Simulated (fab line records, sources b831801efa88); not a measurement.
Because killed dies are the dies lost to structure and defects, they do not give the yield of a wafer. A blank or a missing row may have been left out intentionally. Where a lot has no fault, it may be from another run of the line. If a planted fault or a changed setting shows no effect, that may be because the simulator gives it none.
Split-lot trial / flow sky130 / on a route of 708 steps: 5 lots, 23 wafers read

== THE SPLIT ITSELF ==
At SKY_GATE_OXIDE_IMPLANT_11, the setting dose cm2 was moved away from the recipe's 2.6e+12 on 9 of the 23 wafers read, by -6.7% to +6.7%. All remaining wafers had this setting at the recipe value.

== FROM THE SPLIT TO THE READING: what the file shows between them, 2 steps ==
- SKY_GATE_OXIDE_WET_ETCH_12: etches SiO2 in dHF, target depth 16.8 nm, time 336 s
- SKY_GATE_OXIDE_STRIP_13: strips in O2/N2

== THE READING ==
GATE_OXIDE_TW, at SKY_GATE_OXIDE_TW_MEAS_14. Fault-free wafers of this fab line usually give 222.9, standard deviation 1.7.

wafer=L075.1; tool, chamber at the split=implanter-03, 0; dose cm2 as run=2.6e+12; against the recipe=recipe; GATE_OXIDE_TW=220.7; against lot-mates on the recipe=-
wafer=L075.2; tool, chamber at the split=implanter-03, 0; dose cm2 as run=2.6e+12; against the recipe=recipe; GATE_OXIDE_TW=221.2; against lot-mates on the recipe=-
wafer=L075.3; tool, chamber at the split=implanter-03, 0; dose cm2 as run=2.774e+12; against the recipe=+6.7%; GATE_OXIDE_TW=224.7; against lot-mates on the recipe=+3.8
wafer=L075.4; tool, chamber at the split=implanter-03, 0; dose cm2 as run=2.774e+12; against the recipe=+6.7%; GATE_OXIDE_TW=226.5; against lot-mates on the recipe=+5.6
wafer=L075.6; tool, chamber at the split=implanter-03, 0; dose cm2 as run=2.6e+12; against the recipe=recipe; GATE_OXIDE_TW=220.9; against lot-mates on the recipe=-
wafer=L078.1; tool, chamber at the split=implanter-03, 0; dose cm2 as run=2.426e+12; against the recipe=-6.7%; GATE_OXIDE_TW=221.0; against lot-mates on the recipe=-3.7
wafer=L078.3; tool, chamber at the split=implanter-03, 0; dose cm2 as run=2.6e+12; against the recipe=recipe; GATE_OXIDE_TW=224.0; against lot-mates on the recipe=-
wafer=L078.4; tool, chamber at the split=implanter-03, 0; dose cm2 as run=2.426e+12; against the recipe=-6.7%; GATE_OXIDE_TW=221.3; against lot-mates on the recipe=-3.4
wafer=L078.5; tool, chamber at the split=implanter-03, 0; dose cm2 as run=2.6e+12; against the recipe=recipe; GATE_OXIDE_TW=225.4; against lot-mates on the recipe=-
wafer=L078.6; tool, chamber at the split=implanter-03, 0; dose cm2 as run=2.6e+12; against the recipe=recipe; GATE_OXIDE_TW=224.8; against lot-mates on the recipe=-
wafer=L079.1; tool, chamber at the split=implanter-01, 0; dose cm2 as run=2.453e+12; against the recipe=-5.7%; GATE_OXIDE_TW=219.7; against lot-mates on the recipe=-3.9
wafer=L079.2; tool, chamber at the split=implanter-01, 0; dose cm2 as run=2.6e+12; against the recipe=recipe; GATE_OXIDE_TW=224.5; against lot-mates on the recipe=-
wafer=L079.3; tool, chamber at the split=implanter-01, 0; dose cm2 as run=2.6e+12; against the recipe=recipe; GATE_OXIDE_TW=223.4; against lot-mates on the recipe=-
wafer=L079.4; tool, chamber at the split=implanter-01, 0; dose cm2 as run=2.453e+12; against the recipe=-5.7%; GATE_OXIDE_TW=220.3; against lot-mates on the recipe=-3.3
wafer=L079.5; tool, chamber at the split=implanter-01, 0; dose cm2 as run=2.6e+12; against the recipe=recipe; GATE_OXIDE_TW=222.8; against lot-mates on the recipe=-
wafer=L080.1; tool, chamber at the split=implanter-02, 0; dose cm2 as run=2.6e+12; against the recipe=recipe; GATE_OXIDE_TW=223.7; against lot-mates on the recipe=-
wafer=L080.4; tool, chamber at the split=implanter-02, 0; dose cm2 as run=2.6e+12; against the recipe=recipe; GATE_OXIDE_TW=223.7; against lot-mates on the recipe=-
wafer=L080.5; tool, chamber at the split=implanter-02, 0; dose cm2 as run=2.6e+12; against the recipe=recipe; GATE_OXIDE_TW=223.0; against lot-mates on the recipe=-
wafer=L081.1; tool, chamber at the split=implanter-01, 0; dose cm2 as run=2.6e+12; against the recipe=recipe; GATE_OXIDE_TW=222.6; against lot-mates on the recipe=-
wafer=L081.2; tool, chamber at the split=implanter-01, 0; dose cm2 as run=2.662e+12; against the recipe=+2.4%; GATE_OXIDE_TW=224.6; against lot-mates on the recipe=+2.0
wafer=L081.4; tool, chamber at the split=implanter-01, 0; dose cm2 as run=2.6e+12; against the recipe=recipe; GATE_OXIDE_TW=222.7; against lot-mates on the recipe=-
wafer=L081.5; tool, chamber at the split=implanter-01, 0; dose cm2 as run=2.662e+12; against the recipe=+2.4%; GATE_OXIDE_TW=224.3; against lot-mates on the recipe=+1.7
wafer=L081.6; tool, chamber at the split=implanter-01, 0; dose cm2 as run=2.662e+12; against the recipe=+2.4%; GATE_OXIDE_TW=225.1; against lot-mates on the recipe=+2.5

THE FIT
A straight line over all 23 wafers: GATE_OXIDE_TW changes by +0.408 for each +1% of dose cm2; r = +0.76; the points scatter about the line by 1.2.
The same after taking each lot's own level away (the mean of its wafers on the recipe; 23 wafers): +0.638 for each +1%; r = +0.97; scatter 0.56.
Per that fit: largest dose cm2 move, reading shift of 4.3.
The lots' own levels span 220.93 to 224.73, that is 2.2 times the standard deviation above.
So the lot-to-lot level blurs the effect unless lot-mates are compared.
Check: -4.2 against its lot-mates is what the line predicts for one of the wafers moved furthest among these (-6.7%) when that wafer is left out of the fit. It came out at -3.73 against them.

== THE FILE'S OWN FIT ==
GATE_OXIDE_TW changes by +0.63 for each +1% of dose cm2, r = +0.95.
